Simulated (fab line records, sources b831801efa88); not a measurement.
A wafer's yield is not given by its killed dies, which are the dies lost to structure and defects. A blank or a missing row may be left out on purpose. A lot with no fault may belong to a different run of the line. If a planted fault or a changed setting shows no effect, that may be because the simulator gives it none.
Split-lot trial ; flow sky130 ; route with 708 steps; 5 lots, 23 wafers read

== SPLIT DETAILS ==
At SKY_LDD_N_IMPLANT_13, the setting energy kev was moved away from the recipe's 50 on 4 of the 23 wafers read, by -4.0% to +1.8%. All remaining wafers had this setting at the recipe value.

The reading is taken at the split's own step.

== THE READING ==
implant.drp nm (the simulator's own value, which no gauge read), in nm, at SKY_LDD_N_IMPLANT_13. The file does not state a usual value for it.

wafer;tool, chamber at the split;energy kev as run;against the recipe;implant.drp nm, nm;against lot-mates on the recipe
L076.2;implanter-01, 0;50;recipe;18.83;-
L076.3;implanter-01, 0;50;recipe;18.83;-
L076.4;implanter-01, 0;50;recipe;18.83;-
L076.5;implanter-01, 0;50;recipe;18.83;-
L076.6;implanter-01, 0;50;recipe;18.83;-
L079.1;implanter-04, 0;50;recipe;18.83;-
L079.3;implanter-04, 0;50;recipe;18.83;-
L079.5;implanter-04, 0;50;recipe;18.83;-
L079.2;implanter-04, 0;47.99;-4.0%;18.28;-0.55
L079.4;implanter-04, 0;47.99;-4.0%;18.28;-0.55
L081.1;implanter-02, 0;50;recipe;18.83;-
L081.2;implanter-02, 0;50;recipe;18.83;-
L081.6;implanter-02, 0;50;recipe;18.83;-
L080.1;implanter-04, 0;50;recipe;18.83;-
L080.3;implanter-04, 0;50;recipe;18.83;-
L080.4;implanter-04, 0;50;recipe;18.83;-
L080.5;implanter-04, 0;50;recipe;18.83;-
L080.6;implanter-04, 0;50;recipe;18.83;-
L085.1;implanter-04, 0;50.91;+1.8%;19.08;+0.25
L085.5;implanter-04, 0;50.91;+1.8%;19.08;+0.25
L085.2;implanter-04, 0;50;recipe;18.83;-
L085.4;implanter-04, 0;50;recipe;18.83;-
L085.6;implanter-04, 0;50;recipe;18.83;-

FIT RESULTS
A straight line over all 23 wafers: implant.drp nm changes by +0.137 nm for each +1% of energy kev; r = +1.00; the points scatter about the line by 0.00026 nm.
The same after taking each lot's own level away (the mean of its wafers on the recipe; 23 wafers): +0.137 nm for each +1%; r = +1.00; scatter 0.00026 nm.
That fit puts the effect of the largest move of energy kev on the reading at 0.55 nm.
The lots' own levels span 18.830 to 18.830 nm.
So the lot-to-lot level changes the slope little: the two slopes agree.
Check: for one of the wafers moved furthest among these (-4.0%), held out of the fit, the line's prediction against its lot-mates is -0.551 nm. It came out at -0.55 nm against them.

== ADDITIONAL SPLITS CARRIED BY THESE WAFERS ==
Other splits were also applied to these wafers ahead of the reading. Each is held against what the fit with the lots' levels taken away leaves over:
other split on the same wafers;wafers away from the commonest value;r with implant.drp nm (lot level and that fit taken away)
SKY_POLY_GATE_EXPOSE_10 dose mj;10;+0.22
SKY_LDD_N_COAT_02 spin rpm;5;-0.21
SKY_LDD_N_SOFTBAKE_03 temp c;4;+0.18

== THE WHOLE CHAIN: every reading that the file lists as answering this split, in the file's order ==
step;what it does;reading;change (the file's fit);r (the file's)
SKY_LDD_N_IMPLANT_13;;implant.rp nm (the simulator's own value, which no gauge read);+0.331 nm for each +1% of the setting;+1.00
SKY_LDD_N_IMPLANT_13;;implant.drp nm (the simulator's own value, which no gauge read);+0.138 nm for each +1% of the setting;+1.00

== FILE'S OWN FIT ==
implant.drp nm changes by +0.138 nm for each +1% of energy kev, r = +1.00.
